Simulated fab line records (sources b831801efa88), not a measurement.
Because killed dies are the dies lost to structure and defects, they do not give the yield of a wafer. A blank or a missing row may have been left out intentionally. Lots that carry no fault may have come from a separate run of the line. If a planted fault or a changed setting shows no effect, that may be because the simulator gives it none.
Chamber matching	flow sky130	4 sister chambers for SKY_VIA1_CMP_02 on cmp-01
The step polishes SiO2. 16 wafers are shown with their chamber, then 8 later ones without.

== WAFERS PAIRED WITH THEIR CHAMBERS ==
wafer	chamber	motor-current-A (A)	retaining-ring-pressure-frac	head-pressure-psi (psi)
L076.2	3	10.7	0.998	3.996
L076.4	1	8.7	0.997	4.005
L076.5	0	11.2	0.996	3.998
L077.2	0	11.7	1.001	4.000
L077.3	3	11.6	0.994	4.000
L077.6	0	10.9	0.999	4.006
L078.1	3	10.9	1.002	4.009
L078.2	2	11.6	1.001	4.005
L078.3	1	9.0	0.988	4.003
L080.2	3	10.9	1.001	4.016
L080.3	1	9.7	0.990	3.996
L080.4	2	12.4	0.998	3.992
L082.1	3	11.2	0.993	4.015
L082.2	2	12.0	1.003	3.999
L082.5	3	11.1	0.999	4.019
L085.3	3	10.9	0.997	4.010

SIGNATURES, as means of the wafers listed above
reading	chamber 0	chamber 1	chamber 2	chamber 3	scatter within a chamber
motor-current-A	11.267	9.133	12.000	11.043	0.375
retaining-ring-pressure-frac	0.99867	0.99167	1.00067	0.99771	0.00338
head-pressure-psi	4.00133	4.00133	3.99867	4.00929	0.00707
Rule: a wafer's distance from a chamber is the root of the sum, over the readings, of the square of ((its reading less the chamber's mean) divided by the reading's scatter). The wafer belongs to the nearest chamber; if the next one is less than 2 further off, it can't be placed. The scatter: the root of (the sum of the squares of (reading less its chamber's mean) over the shown wafers, divided by (wafers less chambers)).

== WAFERS MISSING THEIR CHAMBER ==
wafer	motor-current-A (A)	retaining-ring-pressure-frac	head-pressure-psi (psi)
L085.4	12.6	1.003	3.987
L085.6	11.8	0.996	4.001
L088.1	11.9	1.006	4.016
L088.2	11.5	1.001	4.007
L088.4	11.1	0.999	4.004
L096.1	11.1	1.000	3.993
L096.3	11.1	1.002	4.018
L096.6	10.0	0.997	3.991

== CHAMBER TAKEN BY EACH ==
wafer	from the rows above	in truth
L085.4	can't be placed: 2 or 0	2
L085.6	can't be placed: 2 or 0 or 3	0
L088.1	can't be placed: 2 or 0 or 3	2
L088.2	can't be placed: 0 or 3 or 2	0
L088.4	can't be placed: 0 or 3 or 2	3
L096.1	can't be placed: 0 or 3 or 2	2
L096.3	can't be placed: 3 or 0 or 2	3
L096.6	can't be placed: 1 or 0 or 3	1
Correctly placed: 0 of 8. Unplaceable from these rows: 8, with the true chamber sitting among the candidates in 8. 0 placed wrongly.
